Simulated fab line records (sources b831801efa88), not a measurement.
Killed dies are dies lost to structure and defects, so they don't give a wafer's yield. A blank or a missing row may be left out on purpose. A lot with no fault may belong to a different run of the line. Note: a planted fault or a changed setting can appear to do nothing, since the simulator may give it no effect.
What tool caused it? / flow gf180mcu / 12 lots, 36 wafers sampled, at 4 steps of a route of 602

## WHAT EACH GAUGE READ, for each wafer
GF_PASSIVATION_THK_MEAS_03.
lot=L361; measured=day 28 05:23; on=film_metro-02; PASSIVATION_CVD_02_THK (nm)=694 685 699
lot=L362; measured=day 28 09:36; on=film_metro-02; PASSIVATION_CVD_02_THK (nm)=687 691 700
lot=L364; measured=day 29 03:53; on=film_metro-02; PASSIVATION_CVD_02_THK (nm)=697 697 709
lot=L365; measured=day 29 10:25; on=film_metro-01; PASSIVATION_CVD_02_THK (nm)=709 703 715
lot=L366; measured=day 29 18:10; on=film_metro-02; PASSIVATION_CVD_02_THK (nm)=698 694 699
lot=L372; measured=day 31 15:42; on=film_metro-04; PASSIVATION_CVD_02_THK (nm)=704 711 719
lot=L376; measured=day 32 13:16; on=film_metro-01; PASSIVATION_CVD_02_THK (nm)=705 733 702
lot=L377; measured=day 32 18:47; on=film_metro-02; PASSIVATION_CVD_02_THK (nm)=692 703 691
lot=L379; measured=day 33 06:32; on=film_metro-04; PASSIVATION_CVD_02_THK (nm)=697 712 706
lot=L380; measured=day 33 10:15; on=film_metro-01; PASSIVATION_CVD_02_THK (nm)=681 697 707
lot=L382; measured=day 34 01:15; on=film_metro-04; PASSIVATION_CVD_02_THK (nm)=689 693 703
lot=L383; measured=day 34 04:30; on=film_metro-04; PASSIVATION_CVD_02_THK (nm)=695 709 695

## EACH LOT AND THE TOOL THAT RAN IT (in order: tool; ch and the chambers of the sampled wafers; start)
lot=L361; GF_M2_SPUTTER_01=pvd_sputter-03, day 18 07:08; GF_V5_SPUTTER_21=pvd_sputter-04, day 27 06:43; GF_V5_CMP_26=cmp-01 ch 2,3, day 27 07:25
lot=L362; GF_M2_SPUTTER_01=pvd_sputter-03, day 18 15:10; GF_V5_SPUTTER_21=pvd_sputter-02, day 27 12:06; GF_V5_CMP_26=cmp-02 ch 1,3, day 27 12:29
lot=L364; GF_M2_SPUTTER_01=pvd_sputter-03, day 19 08:49; GF_V5_SPUTTER_21=pvd_sputter-04, day 28 06:15; GF_V5_CMP_26=cmp-01 ch 0,1,2, day 28 06:41
lot=L365; GF_M2_SPUTTER_01=pvd_sputter-01, day 19 20:11; GF_V5_SPUTTER_21=pvd_sputter-02, day 28 13:22; GF_V5_CMP_26=cmp-02 ch 1,2,3, day 28 13:54
lot=L366; GF_M2_SPUTTER_01=pvd_sputter-03, day 20 05:44; GF_V5_SPUTTER_21=pvd_sputter-02, day 28 20:44; GF_V5_CMP_26=cmp-01 ch 0,1,3, day 28 21:19
lot=L372; GF_M2_SPUTTER_01=pvd_sputter-03, day 22 15:54; GF_V5_SPUTTER_21=pvd_sputter-04, day 30 19:41; GF_V5_CMP_26=cmp-02 ch 0,3, day 30 20:05
lot=L376; GF_M2_SPUTTER_01=pvd_sputter-03, day 23 19:43; GF_V5_SPUTTER_21=pvd_sputter-01, day 31 18:15; GF_V5_CMP_26=cmp-02 ch 2,3, day 31 18:41
lot=L377; GF_M2_SPUTTER_01=pvd_sputter-03, day 24 01:24; GF_V5_SPUTTER_21=pvd_sputter-01, day 31 23:46; GF_V5_CMP_26=cmp-02 ch 1,3, day 32 00:13
lot=L379; GF_M2_SPUTTER_01=pvd_sputter-01, day 24 18:25; GF_V5_SPUTTER_21=pvd_sputter-04, day 32 12:14; GF_V5_CMP_26=cmp-02 ch 2,3, day 32 12:38
lot=L380; GF_M2_SPUTTER_01=pvd_sputter-01, day 24 22:52; GF_V5_SPUTTER_21=pvd_sputter-04, day 32 15:34; GF_V5_CMP_26=cmp-02 ch 1,2,3, day 32 16:01
lot=L382; GF_M2_SPUTTER_01=pvd_sputter-01, day 25 19:06; GF_V5_SPUTTER_21=pvd_sputter-04, day 33 08:23; GF_V5_CMP_26=cmp-02 ch 1,3, day 33 08:49
lot=L383; GF_M2_SPUTTER_01=pvd_sputter-01, day 25 23:32; GF_V5_SPUTTER_21=pvd_sputter-02, day 33 10:47; GF_V5_CMP_26=cmp-02 ch 2,3, day 33 11:15
- GF_M2_SPUTTER_01: material TiN, target thk 30 nm, time 25 s.
- GF_V5_SPUTTER_21: material Ti, target thk 15 nm, time 80.02 s.
- GF_V5_CMP_26: polishes, stops on SiO2, t overpolish 15 s, target thk 0 nm.

## AS READ BY THE TOOLS THEMSELVES (means over the sampled wafers that have a number; for cases with no such wafer, the mark the record gives instead)
GF_M2_SPUTTER_01.
lot=L361; tool=pvd_sputter-03; cathode_dc_power_W (W)=6500.2; throttle_valve_pct (%)=29.6
lot=L362; tool=pvd_sputter-03; cathode_dc_power_W (W)=6499.5; throttle_valve_pct (%)=29.8
lot=L364; tool=pvd_sputter-03; cathode_dc_power_W (W)=6500.1; throttle_valve_pct (%)=29.8
lot=L365; tool=pvd_sputter-01; cathode_dc_power_W (W)=6499.0; throttle_valve_pct (%)=29.5
lot=L366; tool=pvd_sputter-03; cathode_dc_power_W (W)=6499.8; throttle_valve_pct (%)=29.8
lot=L372; tool=pvd_sputter-03; cathode_dc_power_W (W)=6499.4; throttle_valve_pct (%)=30.0
lot=L376; tool=pvd_sputter-03; cathode_dc_power_W (W)=6500.1; throttle_valve_pct (%)=30.1
lot=L377; tool=pvd_sputter-03; cathode_dc_power_W (W)=6499.9; throttle_valve_pct (%)=29.5
lot=L379; tool=pvd_sputter-01; cathode_dc_power_W (W)=6500.3; throttle_valve_pct (%)=29.5
lot=L380; tool=pvd_sputter-01; cathode_dc_power_W (W)=6499.9; throttle_valve_pct (%)=29.8
lot=L382; tool=pvd_sputter-01; cathode_dc_power_W (W)=6499.9; throttle_valve_pct (%)=29.7
lot=L383; tool=pvd_sputter-01; cathode_dc_power_W (W)=6499.2; throttle_valve_pct (%)=29.8

GF_V5_SPUTTER_21.
lot=L361; tool=pvd_sputter-04; cathode_dc_power_W (W)=2499.8; throttle_valve_pct (%)=28.3
lot=L362; tool=pvd_sputter-02; cathode_dc_power_W (W)=2500.3; throttle_valve_pct (%)=29.4
lot=L364; tool=pvd_sputter-04; cathode_dc_power_W (W)=2500.1; throttle_valve_pct (%)=29.0
lot=L365; tool=pvd_sputter-02; cathode_dc_power_W (W)=2499.8; throttle_valve_pct (%)=29.5
lot=L366; tool=pvd_sputter-02; cathode_dc_power_W (W)=2499.7; throttle_valve_pct (%)=29.6
lot=L372; tool=pvd_sputter-04; cathode_dc_power_W (W)=2499.6; throttle_valve_pct (%)=28.4
lot=L376; tool=pvd_sputter-01; cathode_dc_power_W (W)=2499.8; throttle_valve_pct (%)=29.6
lot=L377; tool=pvd_sputter-01; cathode_dc_power_W (W)=2500.1; throttle_valve_pct (%)=29.8
lot=L379; tool=pvd_sputter-04; cathode_dc_power_W (W)=2500.0; throttle_valve_pct (%)=29.0
lot=L380; tool=pvd_sputter-04; cathode_dc_power_W (W)=2500.3; throttle_valve_pct (%)=29.5
lot=L382; tool=pvd_sputter-04; cathode_dc_power_W (W)=2500.2; throttle_valve_pct (%)=28.9
lot=L383; tool=pvd_sputter-02; cathode_dc_power_W (W)=2500.3; throttle_valve_pct (%)=29.7

GF_V5_CMP_26.
lot=L361; tool=cmp-01; motor_current_A (A)=10.6; overpolish_run_s (s)=14.996; retaining_ring_pressure_frac=1.005; slurry_filter_dp_kPa (kPa)=13.47; time_to_endpoint_s (s)=84
lot=L362; tool=cmp-02; motor_current_A (A)=9.8; overpolish_run_s (s)=15.015; retaining_ring_pressure_frac=1.008; slurry_filter_dp_kPa (kPa)=13.43; time_to_endpoint_s (s)=88
lot=L364; tool=cmp-01; motor_current_A (A)=10.5; overpolish_run_s (s)=14.998; retaining_ring_pressure_frac=0.999; slurry_filter_dp_kPa (kPa)=13.36; time_to_endpoint_s (s)=83
lot=L365; tool=cmp-02; motor_current_A (A)=10.4; overpolish_run_s (s)=15.007; retaining_ring_pressure_frac=0.994; slurry_filter_dp_kPa (kPa)=13.52; time_to_endpoint_s (s)=83
lot=L366; tool=cmp-01; motor_current_A (A)=10.8; overpolish_run_s (s)=15.000; retaining_ring_pressure_frac=1.001; slurry_filter_dp_kPa (kPa)=13.52; time_to_endpoint_s (s)=83
lot=L372; tool=cmp-02; motor_current_A (A)=11.4; overpolish_run_s (s)=15.013; retaining_ring_pressure_frac=1.002; slurry_filter_dp_kPa (kPa)=13.54; time_to_endpoint_s (s)=86
lot=L376; tool=cmp-02; motor_current_A (A)=11.2; overpolish_run_s (s)=15.002; retaining_ring_pressure_frac=1.001; slurry_filter_dp_kPa (kPa)=13.58; time_to_endpoint_s (s)=87
lot=L377; tool=cmp-02; motor_current_A (A)=9.7; overpolish_run_s (s)=15.005; retaining_ring_pressure_frac=1.000; slurry_filter_dp_kPa (kPa)=13.62; time_to_endpoint_s (s)=85
lot=L379; tool=cmp-02; motor_current_A (A)=11.0; overpolish_run_s (s)=14.992; retaining_ring_pressure_frac=0.999; slurry_filter_dp_kPa (kPa)=13.41; time_to_endpoint_s (s)=90
lot=L380; tool=cmp-02; motor_current_A (A)=10.4; overpolish_run_s (s)=14.999; retaining_ring_pressure_frac=0.998; slurry_filter_dp_kPa (kPa)=13.54; time_to_endpoint_s (s)=90
lot=L382; tool=cmp-02; motor_current_A (A)=9.8; overpolish_run_s (s)=14.997; retaining_ring_pressure_frac=1.003; slurry_filter_dp_kPa (kPa)=13.43; time_to_endpoint_s (s)=86
lot=L383; tool=cmp-02; motor_current_A (A)=10.9; overpolish_run_s (s)=15.001; retaining_ring_pressure_frac=1.003; slurry_filter_dp_kPa (kPa)=13.55; time_to_endpoint_s (s)=93

## THE ANSWER, worked out from the rows above alone
Rule: the lots themselves supply what counts as usual. Put in order of their means at a reading, lots are off if they are a third of the lots or fewer, leave a main group of 4 or more, and stand apart from it by a gap of 3 or more times the standard deviation of the main group's means; of several such gaps the widest counts. A main group is skipped when, at the precision printed for the reading in the tables above, its means are all equal. A lot without any number at a reading at which 4 lots or more have one is off too. All remaining lots with rows at the step are treated as sound. First the gauges in route order, then the tools' own readings, where a lot's mean is used as printed above. The first step at which some lot is off is used, and at that step the reading that is off furthest; a lot without a number counts as furthest.
Across all readings shown, no lot is off: no conclusion can be drawn from this.

## WHAT WAS PUT IN BY THE SIMULATOR
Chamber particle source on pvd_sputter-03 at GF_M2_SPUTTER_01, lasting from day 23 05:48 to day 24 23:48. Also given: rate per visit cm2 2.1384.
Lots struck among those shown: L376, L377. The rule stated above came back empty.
